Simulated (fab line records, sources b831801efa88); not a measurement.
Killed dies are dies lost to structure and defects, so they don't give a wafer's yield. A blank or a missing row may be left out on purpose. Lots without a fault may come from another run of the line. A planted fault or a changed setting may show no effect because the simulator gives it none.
Which tool did it? | flow sky130 | 12 lots, 36 wafers sampled, at 3 steps of a route of 708

WHAT THE GAUGES READ, wafer by wafer
SKY_METAL5_RS_MEAS_05: measures by four-point-probe. Usual: METAL5_ALCU_RS 0.0272 ohm/sq, standard deviation 0.00045.
lot  | measured     | on            | METAL5_ALCU_RS (ohm/sq) | flag
L596 | day 43 06:54 | film_metro-01 | 0.0275 0.0273 0.0265    |
L597 | day 43 09:58 | film_metro-02 | 0.0268 0.0271 0.0267    |
L599 | day 44 10:58 | film_metro-02 | 0.0274 0.0270 0.0273    |
L600 | day 44 14:27 | film_metro-03 | 0.0265 0.0271 0.0271    |
L601 | day 44 19:29 | film_metro-02 | 0.0271 0.0273 0.0271    |
L602 | day 45 04:38 | film_metro-03 | 0.0273 0.0273 0.0272    |
L603 | day 45 11:51 | film_metro-03 | 0.0271 0.0273 0.0274    |
L604 | day 45 13:14 | film_metro-01 | 0.0268 0.0273 0.0270    |
L605 | day 45 20:28 | film_metro-02 | 0.0277 0.0266 0.0274    |
L607 | day 46 04:58 | film_metro-01 | 0.0270 0.0269 0.0269    |
L616 | day 48 09:46 | film_metro-03 | 0.0280 0.0277 0.0277    |
L617 | day 48 11:46 | film_metro-02 | 0.0281 0.0275 0.0274    |

WHICH TOOL RAN EACH LOT (tool, then ch and the chambers of the sampled wafers, then the start)
lot  | SKY_METAL2_SPUTTER_01        | SKY_VIA4_ETCH_12
L596 | pvd_sputter-01, day 34 12:45 | rie_diel-01 ch 0,1,2, day 43 05:19
L597 | pvd_sputter-01, day 34 15:11 | rie_diel-01 ch 1,3, day 43 08:16
L599 | pvd_sputter-03, day 35 18:04 | rie_diel-04 ch 0,2,3, day 44 09:27
L600 | pvd_sputter-01, day 35 22:52 | rie_diel-04 ch 0,3, day 44 12:55
L601 | pvd_sputter-01, day 36 02:49 | rie_diel-03 ch 0,1,3, day 44 17:58
L602 | pvd_sputter-01, day 36 13:49 | rie_diel-04 ch 0,1,3, day 45 02:43
L603 | pvd_sputter-01, day 37 00:07 | rie_diel-04 ch 0,2,3, day 45 10:03
L604 | pvd_sputter-01, day 37 01:01 | rie_diel-01 ch 0,2,3, day 45 11:43
L605 | pvd_sputter-01, day 37 08:12 | rie_diel-04 ch 1,3, day 45 18:55
L607 | pvd_sputter-01, day 37 20:40 | rie_diel-03 ch 2,3, day 46 03:24
L616 | pvd_sputter-01, day 40 14:28 | rie_diel-04 ch 0,3, day 48 08:12
L617 | pvd_sputter-04, day 40 16:50 | rie_diel-01 ch 0,1,2, day 48 10:01
- SKY_METAL2_SPUTTER_01: material TiN, target thk 20 nm, time 16.7 s.
- SKY_VIA4_ETCH_12: etches SiO2 in C4F8/O2/Ar, stops on TiN, target depth 580 nm.

WHAT THE TOOLS THEMSELVES READ (means of the sampled wafers that have a number; where no wafer has one, the mark that the record gives instead)
SKY_METAL2_SPUTTER_01. Usual: throttle_valve_pct 30.0 %, standard deviation 1.
lot  | tool           | throttle_valve_pct (%) | flag
L596 | pvd_sputter-01 | 29.7                   |
L597 | pvd_sputter-01 | 29.9                   |
L599 | pvd_sputter-03 | 29.3                   |
L600 | pvd_sputter-01 | 29.8                   |
L601 | pvd_sputter-01 | 29.8                   |
L602 | pvd_sputter-01 | 29.8                   |
L603 | pvd_sputter-01 | 29.2                   |
L604 | pvd_sputter-01 | 30.0                   |
L605 | pvd_sputter-01 | 30.2                   |
L607 | pvd_sputter-01 | 29.3                   |
L616 | pvd_sputter-01 | 29.3                   |
L617 | pvd_sputter-04 | 31.5                   |

SKY_VIA4_ETCH_12. Usual: oes_product_au 0.926 a.u., standard deviation 0.0045; rf_fwd_power_W 1493 W, standard deviation 4.9.
lot  | tool        | oes_product_au (a.u.) | rf_fwd_power_W (W) | flag
L596 | rie_diel-01 | 0.926                 | 1497               |
L597 | rie_diel-01 | 0.925                 | 1495               |
L599 | rie_diel-04 | 0.925                 | 1498               |
L600 | rie_diel-04 | 0.925                 | 1490               |
L601 | rie_diel-03 | 0.924                 | 1494               |
L602 | rie_diel-04 | 0.924                 | 1497               |
L603 | rie_diel-04 | 0.929                 | 1496               |
L604 | rie_diel-01 | 0.918                 | 1489               |
L605 | rie_diel-04 | 0.930                 | 1491               |
L607 | rie_diel-03 | 0.926                 | 1498               |
L616 | rie_diel-04 | 0.927                 | 1491               |
L617 | rie_diel-01 | 0.924                 | 1486               |

THE ANSWER, worked out from the rows above alone
Rule: a lot is off if the mean of its wafers that have a number lies more than 3 standard deviations from the usual mean. A lot without any number at a reading at which 4 lots or more have one is off too. The other lots that the step has rows for count as sound. The gauges are gone through in route order, then the tools' own readings, and for those a lot's mean is taken as printed above. The first step at which some lot is off is used, and at that step the reading that is off furthest; a lot without a number counts as furthest.
No lot is off at any reading shown: from this, nothing can be told.

WHAT THE SIMULATOR HAD PUT IN
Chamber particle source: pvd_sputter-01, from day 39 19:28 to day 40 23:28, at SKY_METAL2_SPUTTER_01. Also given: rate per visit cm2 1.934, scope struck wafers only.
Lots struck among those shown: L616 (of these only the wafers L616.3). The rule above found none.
